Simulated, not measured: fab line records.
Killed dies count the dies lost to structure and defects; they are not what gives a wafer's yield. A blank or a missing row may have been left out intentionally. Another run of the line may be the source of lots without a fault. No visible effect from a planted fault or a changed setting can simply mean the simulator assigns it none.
Struck lot and sound lot, side by side | flow sky130 | 17 out of 708 route steps
Sound: wafers L694.1, L694.2, L694.6. Struck: wafers L712.1, L712.6. (L712.4 of the same lot was not struck and is left out.) The cause comes at the end.
At each step with rows: each side's tool, then ch and its chambers, then its first start. Under that, the readings that differ: sound wafers | struck wafers | difference of the means | sigmas: that difference in standard deviations of wafers without a fault.
alike: a reading whose means differ by less than 2 such deviations, as well as words and numbers matching on both sides. not compared: withheld readings; readings where some wafer has no value; bounds like >300 that might hide an equal value; numbers whose values overlap and for which the record gives no deviation.
The two part at a step that has a row with sigmas, a row that says differs or no value, or rows on one side only. Numbers that don't overlap but have no deviation are shown without sigmas and don't part them. A reading that every wafer of one side lacks parts them only if that side has two wafers or more.

first, 9 steps without rows for these wafers: SKY_CAP2M_CLEAN_17 (cleans in O3/DIW); SKY_METAL4_DEHYDRATE_05 (time 60 s); SKY_METAL4_HMDS_06 (prime time 60 s); SKY_METAL4_COAT_07 (resist thk 60 nm); SKY_METAL4_COAT_08 (resist thk 1140 nm); SKY_METAL4_SOFTBAKE_09 (time 90 s); SKY_METAL4_EXPOSE_10 (exposes mask MM4, target cd 300 nm); SKY_METAL4_PEB_11; SKY_METAL4_DEVELOP_12 (develop time 62.52 s).
SKY_METAL4_CD_MEAS_13 targets a cd of 300 nm.
  sound on cd-sem-02 at day 42 14:19; struck on cd-sem-01 at day 46 21:52
  alike: cd-nm
SKY_METAL4_OVL_MEAS_14:
  sound on overlay-01 at day 42 14:26; struck on overlay-01 at day 46 21:59
  alike: METAL4_OVL
SKY_METAL4_DESCUM_15: chemistry O2, time 8 s.
  sound on rie-metal-02 ch 0,1, day 42 14:28; struck on rie-metal-01 ch 1, day 46 22:01
  alike: chamber-pressure-mTorr, drypump-motor-current-A, he-backside-leak-sccm, oes-product-au
  not compared: rf-hours-counter-h
SKY_METAL4_ETCH_16: etches BARC in N2/H2, stops on SiO2, time 88.2 s, target depth 60 nm.
  sound on rie-metal-02 ch 0,1, day 42 14:31; struck on rie-metal-01 ch 1, day 46 22:04
  reading                                       | sound             | struck      | difference | sigmas
  oes-product-au (a.u.)                         | 0.626 0.634 0.626 | 0.865 0.858 | +0.233     | +54
  run-length-s (s)                              | 117.0 116.7 117.0 | 88.7 88.5   | -28.3      | -91
  model.KrF-thick_of_METAL4_COAT_08.thk-nm (nm) | 1083 1078 1080    | 1092 1095   | +13        |
  model.METAL4.cd-nm (nm)                       | 304 301.7 303.6   | 307 308.7   | +5         |
  alike: chamber-pressure-mTorr, drypump-motor-current-A, he-backside-leak-sccm, throttle-valve-pct
  not compared: rf-hours-counter-h
SKY_METAL4_ETCH_17: etches SiO2 in C4F8/O2/Ar, stops on TiN, time 3.9 s, target depth 15 nm.
  sound on rie-diel-03 ch 2,3, day 42 14:36; struck on rie-diel-02 ch 1,3, day 46 22:09
  reading                 | sound             | struck      | difference | sigmas
  model.METAL4.cd-nm (nm) | 304.1 301.6 303.5 | 307.1 308.7 | +4.8       |
  alike: chamber-pressure-mTorr, oes-product-au
  not compared: rf-hours-counter-h
SKY_METAL4_METAL_ETCH_18: etches the open film in Cl2/BCl3, stops on SiO2, target depth 845 nm, time 183.1 s.
  sound on rie-metal-01 ch 0,1, day 42 14:37; struck on rie-metal-04 ch 0,1, day 46 22:10
  reading                                       | sound             | struck      | difference | sigmas
  model.KrF-thick_of_METAL4_COAT_08.thk-nm (nm) | 525.9 529.2 519.9 | 548.4 539.5 | +19.0      |
  alike: chamber-pressure-mTorr, drypump-motor-current-A, he-backside-leak-sccm, oes-product-au, run-length-s, throttle-valve-pct
  not compared: rf-hours-counter-h
SKY_METAL4_STRIP_19: strips in O2/N2.
  sound on plasma-asher-02 ch 0,1, day 42 14:48; struck on plasma-asher-04 ch 0,1, day 46 22:21
  reading                      | sound          | struck    | difference | sigmas
  strip-time-to-endpoint-s (s) | 6.50 6.55 6.46 | 6.76 6.67 | +0.21      | +3
  alike: chamber-pressure-mTorr, drypump-motor-current-A, oes-product-au
  not compared: rf-hours-counter-h
then, 1 step without rows for these wafers: SKY_PAD_OPEN_PROBE_99.

== WHERE THEY PART ==
Earliest at SKY_METAL4_ETCH_16; latest, in this record, at SKY_METAL4_STRIP_19.

WHY: what the simulator had put in
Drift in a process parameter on rie-metal-01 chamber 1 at SKY_METAL4_ETCH_16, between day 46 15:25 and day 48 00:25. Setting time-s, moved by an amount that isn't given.
